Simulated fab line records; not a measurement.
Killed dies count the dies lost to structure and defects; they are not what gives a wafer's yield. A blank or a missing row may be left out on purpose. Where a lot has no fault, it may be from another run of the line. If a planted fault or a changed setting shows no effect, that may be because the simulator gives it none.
Matching of chambers -- flow sky130 -- 4 sister chambers for SKY_VIA2_ETCH_14 on rie diel-04
The step etches BARC in N2/H2, stops on SiO2, time 45.9 s, target depth 60 nm. 22 wafers are shown with their chamber, then 11 later ones without.

== WAFERS WITH THEIR CHAMBER ==
wafer,chamber,drypump motor current A (A),oes product au (a.u.),throttle valve pct (%)
L074.2,3,6.4,0.854,13.233
L074.4,0,5.2,0.858,13.223
L074.5,1,5.7,0.861,13.215
L075.2,3,6.4,0.852,13.225
L075.5,0,5.3,0.861,13.235
L075.6,1,5.7,0.857,13.239
L078.1,0,5.2,0.855,13.222
L078.2,3,6.4,0.859,13.231
L078.6,3,6.4,0.858,13.225
L080.1,3,6.4,0.857,13.225
L080.2,2,6.3,0.852,13.225
L080.5,0,5.3,0.857,13.217
L083.1,0,5.2,0.857,13.228
L083.3,2,6.3,0.856,13.224
L083.4,1,5.6,0.841,13.219
L084.4,1,5.7,0.853,13.230
L084.5,2,6.3,0.868,13.217
L084.6,3,6.4,0.854,13.219
L086.2,1,5.7,0.851,13.236
L086.3,3,6.4,0.854,13.213
L086.5,0,5.3,0.846,13.211
L088.2,1,5.7,0.858,13.217

SIGNATURES (averages over the wafers above)
reading,chamber 0,chamber 1,chamber 2,chamber 3,scatter within a chamber
drypump motor current A,5.250,5.683,6.300,6.400,0.036
oes product au,0.85567,0.85350,0.85867,0.85543,0.00558
throttle valve pct,13.22267,13.22600,13.22200,13.22443,0.00817
Rule: for each reading, subtract the chamber's mean from the wafer's reading, divide by that reading's scatter and square the result; add these up over the readings and take the root, which gives the wafer's distance from the chamber. If the next closest chamber is less than 2 further off than the closest, the wafer can't be placed; otherwise it belongs to the closest. The scatter: take each reading less its chamber's mean, square it, sum over the shown wafers, divide by the number of wafers less the number of chambers, and take the root.

== WAFERS WITH NO CHAMBER GIVEN ==
wafer,drypump motor current A (A),oes product au (a.u.),throttle valve pct (%)
L088.5,6.3,0.858,13.209
L088.6,6.4,0.863,13.219
L090.4,6.3,0.851,13.218
L090.5,6.4,0.848,13.222
L090.6,6.3,0.848,13.224
L092.1,6.3,0.854,13.222
L092.5,5.7,0.858,13.232
L092.6,5.2,0.854,13.238
L097.1,6.3,0.849,13.213
L097.3,5.3,0.862,13.216
L097.4,5.7,0.856,13.212

== CHAMBER TAKEN BY EACH ==
wafer,from the rows above,in truth
L088.5,can't be placed: 2 or 3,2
L088.6,can't be placed: 3 or 2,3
L090.4,can't be placed: 2 or 3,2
L090.5,3,3
L090.6,can't be placed: 2 or 3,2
L092.1,can't be placed: 2 or 3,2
L092.5,1,1
L092.6,0,0
L097.1,can't be placed: 2 or 3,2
L097.3,0,0
L097.4,1,1
Correctly placed: 5 of 11. These rows do not allow placing 6 (true chamber among the candidates in 6). Wrongly placed: 0.
